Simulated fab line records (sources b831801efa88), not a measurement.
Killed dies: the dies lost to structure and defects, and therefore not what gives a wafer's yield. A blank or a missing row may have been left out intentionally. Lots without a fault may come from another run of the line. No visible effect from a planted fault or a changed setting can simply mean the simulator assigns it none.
Problem report in the 8D (eight disciplines) form, filled by code	flow gf180mcu	the parts of the form that need people (team, actions taken, sign-off) are left out

== 1. WHAT IS WRONG ==
Across 3 wafers from 2 lots, CONTACT_CVD_02_THK at GF_CONTACT_THK_MEAS_03 averages 1128 nm, while fault-free wafers read 860 nm with a standard deviation of 12. Measured from the usual mean, that is +22 standard deviations.
Earliest sighting: wafer L838.4 on film_metro-04 at day 22 12:37. Wafers with a number at this step in the record: 39, from 13 lots. The rule behind "out" and "out of limits": a value lying over 4 standard deviations away from the usual mean. The rest of the wafers with a number are treated as sound.

== 2. WHAT IT IS AND WHAT IT IS NOT ==
question	is	is not
which readings at this step	CONTACT_CVD_02_THK	-
which lots	L838, L839	L819, L820, L823, L825, L826, L827, L828, L829, L830, L835, L840
which wafers of those lots	L838.4, L838.5, L839.5	L838.6, L839.3, L839.6
read on which gauges	film_metro-02, film_metro-04	film_metro-03
when	from day 22 12:37	up to then (31 sound wafers); but 5 sound wafers of L839, L840 came after

== 3. WHAT RULES OUT EACH SUSPECT ==
Counting: if a tool at a process step up to the reading ran every lot that is out, it stays a suspect. Sound lots after the first of them don't rule it out here, since some wafers of a struck lot are sound.
- the gauge at GF_CONTACT_THK_MEAS_03: ruled out. The wafers that are out were read on 2 gauges (film_metro-02, film_metro-04).
- rtp_anneal-02 at GF_SALICIDE_RTA_08 (time 30 s): kept. It processed each lot that is out (first: L838, day 22 12:22); up to then, its last sound lot is L829 (day 19 10:26).
- pecvd-04 at GF_CONTACT_CVD_02 (deposits SiO2 from TEOS, target thk 860 nm, time 95.992 s): kept. It processed each lot that is out (first: L838, day 22 12:33); up to then, its last sound lot is L835 (day 21 13:38).
What counting leaves: rtp_anneal-02 at GF_SALICIDE_RTA_08 and pecvd-04 at GF_CONTACT_CVD_02.

== 4. THE CAUSE (what the simulator had put in) ==
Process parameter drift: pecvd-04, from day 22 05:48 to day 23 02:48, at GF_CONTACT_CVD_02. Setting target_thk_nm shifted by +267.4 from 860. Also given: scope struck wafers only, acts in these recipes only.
Of the 2 suspects that counting leaves, this tool is one.

== 5. SEQUENCE OF EFFECTS, ordered by route ==
Rows list readings where the struck wafers' mean (over those with a number) sits beyond 3 standard deviations from the usual. Only readings whose record carries a usual standard deviation are examined. hours: median over the lots of the time between each lot's start at the first step of this table that gives one and its start at this step. sigmas: the change, counted in usual standard deviations.
hours	step	reading	usual	on struck wafers	change	sigmas
0	GF_CONTACT_THK_MEAS_03	CONTACT_CVD_02_THK	860 nm	1128	+268	+22
0	GF_CONTACT_CMP_04	time_to_endpoint_s	109 s	203	+94	+15
It contains these process steps:
- GF_CONTACT_CMP_04: polishes SiO2.
Later measuring or inspecting steps at which every struck wafer that the step has a row for has a number for every such reading, and none has moved that far: GF_CONTACT_OVL_MEAS_15.

== 6. HOW IT WOULD HAVE BEEN CAUGHT EARLIER ==
In this record the first reading out of limits at a measuring or inspecting step was taken at day 22 12:37, 7 hours after the fault began at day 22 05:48.
No tool reading at GF_CONTACT_CVD_02 that has a usual standard deviation in the record was out on any struck wafer, so an alarm limit of 4 standard deviations on those readings would not have fired.
Among the 2 lots that are out, L839 began GF_CONTACT_CVD_02 on pecvd-04 after day 22 12:37. A tool hold placed at that time would have kept it from harm.
